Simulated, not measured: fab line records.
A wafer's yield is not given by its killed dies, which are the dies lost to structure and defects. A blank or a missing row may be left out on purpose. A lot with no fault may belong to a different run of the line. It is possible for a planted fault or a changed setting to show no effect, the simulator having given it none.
Which tool is to blame?	flow gf180mcu	Sampling: 12 lots, 36 wafers, 3 of 602 route steps

## WHAT EACH GAUGE READ, for each wafer
GF_TOP_METAL_OVL_MEAS_15. Usual: for TOP_METAL_OVL the level is 2.0 nm and the standard deviation is 1.3.
lot	measured	on	TOP_METAL_OVL (nm)	flag
L419	day 28 04:10	overlay-01	3.6 3.2 3.5	
L420	day 28 08:25	overlay-02	0.8 -0.4 1.2	
L421	day 28 20:01	overlay-02	2.2 1.6 0.8	
L422	day 29 02:43	overlay-02	-0.5 1.2 1.5	
L423	day 29 09:13	overlay-01	1.1 2.0 3.4	
L424	day 29 16:59	overlay-01	2.9 3.7 4.1	
L429	day 31 05:04	overlay-02	2.2 2.1 1.9	
L433	day 32 05:31	overlay-01	3.1 2.0 0.4	
L434	day 32 12:02	overlay-01	2.4 -0.1 1.8	
L436	day 33 05:40	overlay-01	2.0 2.3 2.3	
L438	day 33 09:01	overlay-01	2.8 1.7 1.7	
L441	day 34 03:20	overlay-01	2.0 1.7 -0.6	

## TOOL THAT RAN EACH LOT (tool first, then ch and the chambers of the sampled wafers, then the start)
lot	GF_V5_CLEAN_20	GF_TOP_METAL_SPUTTER_03
L419	wet bench-04 ch 0, day 27 06:38	pvd sputter-01, day 27 07:53
L420	wet bench-03 ch 3, day 27 12:00	pvd sputter-01, day 27 12:58
L421	wet bench-03 ch 1, day 28 00:08	pvd sputter-03, day 28 01:06
L422	wet bench-02 ch 0, day 28 06:09	pvd sputter-01, day 28 07:07
L423	wet bench-02 ch 3, day 28 13:17	pvd sputter-01, day 28 14:19
L424	wet bench-04 ch 3, day 28 20:38	pvd sputter-04, day 28 21:42
L429	wet bench-03 ch 3, day 30 09:29	pvd sputter-03, day 30 10:28
L433	wet bench-02 ch 0, day 31 11:33	pvd sputter-03, day 31 12:31
L434	wet bench-02 ch 1, day 31 18:10	pvd sputter-03, day 31 19:07
L436	wet bench-04 ch 3, day 32 12:06	pvd sputter-03, day 32 13:23
L438	wet bench-03 ch 3, day 32 15:28	pvd sputter-01, day 32 16:26
L441	wet bench-03 ch 0, day 33 10:41	pvd sputter-01, day 33 11:40
- GF_V5_CLEAN_20: cleans in DIW.
- GF_TOP_METAL_SPUTTER_03: material Ti, target thk 5 nm, time 3.3 s.

## AS READ BY THE TOOLS THEMSELVES (means over the sampled wafers that have a number; for cases with no such wafer, the mark the record gives instead)
GF_TOP_METAL_SPUTTER_03. Usual: 29.7 % for throttle valve pct, sd 0.84.
lot	tool	throttle valve pct (%)	flag
L419	pvd sputter-01	29.5	
L420	pvd sputter-01	29.1	
L421	pvd sputter-03	30.3	
L422	pvd sputter-01	29.5	
L423	pvd sputter-01	29.2	
L424	pvd sputter-04	29.4	
L429	pvd sputter-03	30.6	
L433	pvd sputter-03	29.9	
L434	pvd sputter-03	29.6	
L436	pvd sputter-03	29.5	
L438	pvd sputter-01	30.1	
L441	pvd sputter-01	29.7	

## THE ANSWER, worked out from the rows above alone
Rule: take the mean of a lot's wafers that have a number; if it is more than 3 standard deviations from the usual mean, the lot is off. Also off: a lot with no number at a reading for which 4 or more lots have one. Any other lot the step has rows for is counted as sound. After the gauges, taken in route order, come the tools' own readings; for these a lot's mean is taken, as printed above. The first step at which some lot is off is used, and at that step the reading that is off furthest; a lot without a number counts as furthest.
No lot is off at any reading shown: from this, nothing can be told.

## WHAT THE SIMULATOR HAD PUT IN
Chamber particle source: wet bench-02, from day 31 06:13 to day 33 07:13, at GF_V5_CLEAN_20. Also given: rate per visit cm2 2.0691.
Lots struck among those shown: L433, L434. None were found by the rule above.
